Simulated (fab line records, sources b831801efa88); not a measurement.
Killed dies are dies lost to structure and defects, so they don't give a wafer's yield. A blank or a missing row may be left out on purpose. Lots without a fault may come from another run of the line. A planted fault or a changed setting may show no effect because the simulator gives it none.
fab line records | flow gf180mcu
record lots=5 wafers=15 last_day=33
route steps=602 shown V5@558 TOP_METAL@567
lots that met no fault: from a run of the same line without faults
start_h: hours from the record's first day to the start of the lot's first wafer shown | wait_h: hours since the lot's step before | " the same as in the row above | L1.1+2: a row that stands for several wafers | - no value, or no start given | * or withheld: withheld | < > ~ a bound
route shown NAME@n: a module of which the file shows steps, and the number in the route of the first | usual: mean/standard deviation of fault-free wafers | same: alike in all rows | chamber/n: place in a boat | sites: the reading at each site | _std_site: their standard deviation | _edge_site: outer sites' mean less inner sites' | radius_mm: how far each site lies from the wafer's centre | mask NAME#n: copy n | behind: the tool/chamber that last shaped the wafer | hold: why the lot was held/for how many hours/how that ended | device: the transistor (n, p or np) that didn't switch | end of line: the same wafers' tests at the end of the route | a step without rows: its recipe alone | killed: dies lost to structure and defects at the first sort, not the wafer's yield | map: a wafer's dies, x killed, . not, _ none there
set.NAME: the setting as run; set.NAME@STEP: as run at that earlier step | model.NAME: the simulator's own value behind a step, which no gauge read
lots at some steps of the route; a table a step, a row a wafer
services: from which hour (start_h, from the record's first day; less than 0 if before it) a tool's chamber was out of use, for how many hours, and why
## steps
# step GF_V5_STRIP_18
# recipe chemistry=O2/N2 power_w=1400 pressure_mtorr=1500 platen_temp_c=250 o2_flow_sccm=3000 n2_flow_sccm=300 overash_fraction=0.5
# step GF_V5_STRIP_19
# recipe chemistry=post_etch_residue_remover time_s=1200 temp_c=72.5
# step GF_V5_CLEAN_20
# recipe chemistry=DIW dry=n2_spin
# step GF_V5_SPUTTER_21
# recipe material=Ti target_thk_nm=15 chamber_pressure_pa=5 power_w=2500 substrate_temp_c=200 time_s=80.02
# usual cathode_dc_power_W=2499.9/0.45 throttle_valve_pct=29.7/0.71
# same time_s=80.02
# columns lot.wafer tool chamber start_h wait_h cathode_dc_power_W throttle_valve_pct
L521.1 pvd_sputter-02 - 692.11 0.0 2499.3 28.7
L521.2 " - " " 2500.2 31.0
L521.6 " - " " 2499.8 30.5
L523.1 pvd_sputter-02 - 708.86 0.0 2499.8 28.9
L523.4 " - " " 2500.0 30.2
L523.6 " - " " 2499.9 29.3
L526.2 pvd_sputter-04 - 726.90 0.0 2499.4 29.0
L526.5 " - " " 2499.8 30.7
L526.6 " - " " 2499.9 29.8
L532.1 pvd_sputter-02 - 762.17 0.0 2499.8 29.0
L532.2 " - " " 2499.1 30.2
L532.6 " - " " 2500.9 29.0
L534.4 pvd_sputter-04 - 767.98 0.0 2500.5 30.9
L534.5 " - " " 2499.8 30.4
L534.6 " - " " 2500.0 29.5
# step GF_V5_SPUTTER_22
# recipe material=TiN target_thk_nm=10 chamber_pressure_pa=5 power_w=4000 time_s=40
# usual cathode_dc_power_W=4000.0/0.78 throttle_valve_pct=29.7/0.72
# same time_s=40
# columns lot.wafer tool chamber start_h wait_h cathode_dc_power_W throttle_valve_pct
L521.1 pvd_sputter-02 - 692.17 0.0 3999.9 28.8
L521.2 " - " " 4000.0 31.2
L521.6 " - " " 4000.4 31.1
L523.1 pvd_sputter-02 - 708.92 0.0 3999.7 28.7
L523.4 " - " " 4000.8 30.2
L523.6 " - " " 4000.6 29.3
L526.2 pvd_sputter-04 - 726.96 0.0 4001.0 29.6
L526.5 " - " " 4000.1 30.4
L526.6 " - " " 4000.8 29.2
L532.1 pvd_sputter-02 - 762.23 0.0 3999.3 29.5
L532.2 " - " " 4000.3 30.2
L532.6 " - " " 3998.9 29.4
L534.4 pvd_sputter-04 - 768.04 0.0 3998.7 31.0
L534.5 " - " " 3999.3 30.6
L534.6 " - " " 4000.0 29.6
# step GF_V5_CVD_23
# recipe material=W target_thk_nm=350 time_s=104.9 temp_c=400 pressure_torr=40
# step GF_V5_RS_MEAS_24
# recipe thk_meas_gauge=four-point-probe reads=W_of_V5_CVD_23+TiN_of_V5_SPUTTER_22+Ti_of_V5_SPUTTER_21
# usual V5_W_RS=0.327/0.0034
# columns lot.wafer tool chamber start_h wait_h V5_W_RS[ohm/sq]
L521.1 film_metro-01 - 692.32 0.1 0.324
L521.2 " - " " 0.327
L521.6 " - " " 0.322
L523.1 film_metro-02 - 709.07 0.1 0.330
L523.4 " - " " 0.326
L523.6 " - " " 0.330
L526.2 film_metro-04 - 727.13 0.1 0.326
L526.5 " - " " 0.327
L526.6 " - " " 0.328
L532.1 film_metro-02 - 762.38 0.1 0.335
L532.2 " - " " 0.326
L532.6 " - " " 0.326
L534.4 film_metro-04 - 768.25 0.1 0.332
L534.5 " - " " 0.325
L534.6 " - " " 0.333
# step GF_V5_THK_MEAS_25
# recipe thk_meas_gauge=xrf reads=W_of_V5_CVD_23
# usual V5_W_THK=342/5.2
# columns lot.wafer tool chamber start_h wait_h V5_W_THK[nm]
L521.1 film_metro-01 - 692.44 0.1 345
L521.2 " - " " 343
L521.6 " - " " 349
L523.1 film_metro-02 - 709.19 0.1 343
L523.4 " - " " 349
L523.6 " - " " 341
L526.2 film_metro-04 - 727.24 0.1 337
L526.5 " - " " 335
L526.6 " - " " 335
L532.1 film_metro-02 - 762.50 0.1 333
L532.2 " - " " 345
L532.6 " - " " 342
L534.4 film_metro-04 - 768.34 0.1 334
L534.5 " - " " 341
L534.6 " - " " 333
# step GF_V5_CMP_26
# recipe stop_on=SiO2 down_force_psi=3.5 platen_rpm=60 t_overpolish_s=15 target_thk_nm=0 pad_velocity_m_s=0.94248
# step GF_TOP_METAL_SPUTTER_00
# recipe material=Ti target_thk_nm=37.5 arriving_ion_energy_ev=80 substrate_temp_c=200 chamber_pressure_pa=2 power_w=4000 time_s=150
# step GF_TOP_METAL_SPUTTER_01
# recipe material=TiN target_thk_nm=30 power_w=6500 time_s=25 chamber_pressure_pa=0.4
# usual cathode_dc_power_W=6500.0/1.2 throttle_valve_pct=29.7/0.71
# same time_s=25
# columns lot.wafer tool chamber start_h wait_h cathode_dc_power_W throttle_valve_pct
L521.1 pvd_sputter-01 - 692.90 0.1 6500.3 30.5
L521.2 " - " " 6500.1 29.3
L521.6 " - " " 6500.5 28.8
L523.1 pvd_sputter-01 - 709.65 0.1 6500.3 28.6
L523.4 " - " " 6501.0 29.2
L523.6 " - " " 6500.0 29.1
L526.2 pvd_sputter-03 - 727.69 0.1 6502.2 29.9
L526.5 " - " " 6500.8 29.3
L526.6 " - " " 6500.4 29.9
L532.1 pvd_sputter-02 - 763.14 0.1 6498.7 29.1
L532.2 " - " " 6497.9 28.5
L532.6 " - " " 6501.8 28.9
L534.4 pvd_sputter-02 - 768.77 0.1 6501.7 30.9
L534.5 " - " " 6499.5 29.0
L534.6 " - " " 6499.4 30.7
# step GF_TOP_METAL_SPUTTER_02
# recipe material=AlCu target_thk_nm=900 power_w=10600 chamber_pressure_pa=0.3 substrate_temp_c=250 gas=Ar time_s=47.82
# usual cathode_dc_power_W=10600/1.8 throttle_valve_pct=29.7/0.73
# same time_s=47.82
# columns lot.wafer tool chamber start_h wait_h cathode_dc_power_W throttle_valve_pct
L521.1 pvd_sputter-01 - 692.93 0.0 10598 30.6
L521.2 " - " " 10602 29.2
L521.6 " - " " 10602 28.7
L523.1 pvd_sputter-01 - 709.68 0.0 10603 28.8
L523.4 " - " " 10597 29.3
L523.6 " - " " 10602 29.4
L526.2 pvd_sputter-03 - 727.72 0.0 10599 29.3
L526.5 " - " " 10598 29.4
L526.6 " - " " 10604 30.0
L532.1 pvd_sputter-02 - 763.17 0.0 10600 29.4
L532.2 " - " " 10599 28.6
L532.6 " - " " 10601 29.4
L534.4 pvd_sputter-02 - 768.80 0.0 10599 31.0
L534.5 " - " " 10598 28.8
L534.6 " - " " 10600 30.9
# step GF_TOP_METAL_SPUTTER_03
# recipe material=Ti target_thk_nm=5 substrate_temp_c=300 chamber_pressure_pa=0.3 power_w=3000 time_s=3.3
# usual cathode_dc_power_W=3000.0/0.57 throttle_valve_pct=29.7/0.73
# same time_s=3.3
# columns lot.wafer tool chamber start_h wait_h cathode_dc_power_W throttle_valve_pct model.Ti_of_TOP_METAL_SPUTTER_03.thk_nm
L521.1 pvd_sputter-01 - 692.98 0.0 2999.0 30.7 4.98
L521.2 " - " " 2999.7 28.9 4.949
L521.6 " - " " 3000.0 28.7 4.931
L523.1 pvd_sputter-01 - 709.73 0.0 2999.9 29.0 4.902
L523.4 " - " " 3000.4 29.6 5.016
L523.6 " - " " 2872.0 29.3 4.805
L526.2 pvd_sputter-03 - 727.76 0.0 3000.0 29.9 5.012
L526.5 " - " " 2999.8 29.3 5.05
L526.6 " - " " 3000.2 29.8 4.964
L532.1 pvd_sputter-02 - 763.21 0.0 2999.7 29.3 4.841
L532.2 " - " " 3000.2 28.7 4.981
L532.6 " - " " 2999.5 29.2 4.956
L534.4 pvd_sputter-02 - 768.84 0.0 3000.6 30.8 4.927
L534.5 " - " " 2999.5 28.8 4.835
L534.6 " - " " 2999.7 31.0 4.864
# step GF_TOP_METAL_SPUTTER_04
# recipe material=TiN target_thk_nm=25 power_w=6500 time_s=20.8 chamber_pressure_pa=0.4
# usual cathode_dc_power_W=6500.1/0.96 throttle_valve_pct=29.7/0.71
# same time_s=20.8
# columns lot.wafer tool chamber start_h wait_h cathode_dc_power_W throttle_valve_pct
L521.1 pvd_sputter-01 - 692.99 0.0 6499.6 30.4
L521.2 " - " " 6500.2 29.5
L521.6 " - " " 6500.5 28.5
L523.1 pvd_sputter-01 - 709.74 0.0 6502.0 28.9
L523.4 " - " " 6500.7 29.3
L523.6 " - " " 6499.8 29.2
L526.2 pvd_sputter-03 - 727.78 0.0 6501.1 29.8
L526.5 " - " " 6501.7 29.5
L526.6 " - " " 6501.2 29.7
L532.1 pvd_sputter-02 - 763.23 0.0 6501.3 29.1
L532.2 " - " " 6499.8 28.5
L532.6 " - " " 6499.7 29.1
L534.4 pvd_sputter-02 - 768.86 0.0 6500.7 31.0
L534.5 " - " " 6499.8 28.7
L534.6 " - " " 6500.5 30.9
## services
# columns tool chamber start_h hours kind
pvd_sputter-04 - 672.74 0.7 repair
pvd_sputter-04 - 705.16 6.5 repair
pvd_sputter-01 0 732.93 - consumable_replace:kit
pvd_sputter-01 0 732.93 18.0 scheduled_down
pvd_sputter-01 0 732.93 18.0 vent_cycle
pvd_sputter-03 3 768.18 - consumable_replace:kit
pvd_sputter-03 3 768.18 18.0 scheduled_down
pvd_sputter-03 3 768.18 18.0 vent_cycle
## key
first_sign step=GF_TOP_METAL_SPUTTER_03 reading=cathode_dc_power_W direction=down sigmas=99+ usual=3000.0 struck=2872.0
effect none on later readings
model_effect step=GF_TOP_METAL_SPUTTER_03 value=Ti_of_TOP_METAL_SPUTTER_03.thk_nm without=5.019 struck=4.805
met_at GF_TOP_METAL_SPUTTER_03
struck_wafers L523.6
onset_between 692.98 709.73
fault kind=process_parameter_drift tool=pvd_sputter-01 chamber=- onset_h=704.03 steps=GF_TOP_METAL_SPUTTER_03 channel=power_w offset=-128.55 shape=step end_h=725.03 acts_in=these_recipes_only stated=3000 scope=struck_wafers_only
